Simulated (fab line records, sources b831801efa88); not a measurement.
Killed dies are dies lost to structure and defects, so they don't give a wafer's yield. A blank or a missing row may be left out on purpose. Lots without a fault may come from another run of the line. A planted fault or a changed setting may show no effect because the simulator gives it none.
Which tool did it? | flow sky130 | 11 lots, 31 wafers sampled, at 2 steps of a route of 708

WHAT THE GAUGES READ, wafer by wafer
SKY_CONTACT_CD_MEAS_14: target cd 170 nm.
lot  | measured     | on        | cd_nm (nm)
L522 | day 31 08:07 | cd_sem-02 | 169.7 168.2 168.3
L523 | day 31 10:04 | cd_sem-01 | 171.1 171.0 171.6
L524 | day 32 01:17 | cd_sem-02 | 173.0 171.6 173.0
L525 | day 32 05:46 | cd_sem-02 | 172.8 172.6 172.0
L526 | day 32 14:18 | cd_sem-01 | 172.1 170.7 171.8
L534 | day 36 07:40 | cd_sem-01 | 172.0 170.3
L535 | day 36 11:13 | cd_sem-01 | 172.6 171.8
L536 | day 36 12:23 | cd_sem-01 | 168.3 166.0 168.2
L540 | day 37 01:51 | cd_sem-01 | 168.4 167.6 167.9
L544 | day 38 12:13 | cd_sem-01 | 170.0 168.4 169.1
L545 | day 38 15:55 | cd_sem-02 | 170.4 168.6 169.4

WHICH TOOL RAN EACH LOT (tool, then ch and the chambers of the sampled wafers, then the start)
lot  | SKY_LI_CONTACT_CMP_02
L522 | cmp-02 ch 1,2,3, day 27 16:56
L523 | cmp-02 ch 1,2,3, day 27 18:42
L524 | cmp-01 ch 0,1,2, day 28 11:13
L525 | cmp-01 ch 0,2,3, day 28 15:50
L526 | cmp-01 ch 0,1,3, day 28 23:14
L534 | cmp-01 ch 2,3, day 32 22:14
L535 | cmp-02 ch 0, day 33 02:40
L536 | cmp-02 ch 1,2,3, day 33 03:04
L540 | cmp-02 ch 0,1, day 33 16:44
L544 | cmp-01 ch 0,1,3, day 35 03:44
L545 | cmp-02 ch 0,2,3, day 35 06:50
- SKY_LI_CONTACT_CMP_02: polishes PSG.

THE ANSWER, worked out from the rows above alone
Rule: what is usual is taken from the lots themselves. Put in order of their means at a reading, lots are off if they are a third of the lots or fewer, leave a main group of 4 or more, and stand apart from it by a gap of 3 or more times the standard deviation of the main group's means; of several such gaps the widest counts. A main group whose means are all the same, to the digits that the tables above print for the reading, isn't used. A lot without any number at a reading at which 4 lots or more have one is off too. The other lots that the step has rows for count as sound.
No lot is off at any reading shown: from this, nothing can be told.

WHAT THE SIMULATOR HAD PUT IN
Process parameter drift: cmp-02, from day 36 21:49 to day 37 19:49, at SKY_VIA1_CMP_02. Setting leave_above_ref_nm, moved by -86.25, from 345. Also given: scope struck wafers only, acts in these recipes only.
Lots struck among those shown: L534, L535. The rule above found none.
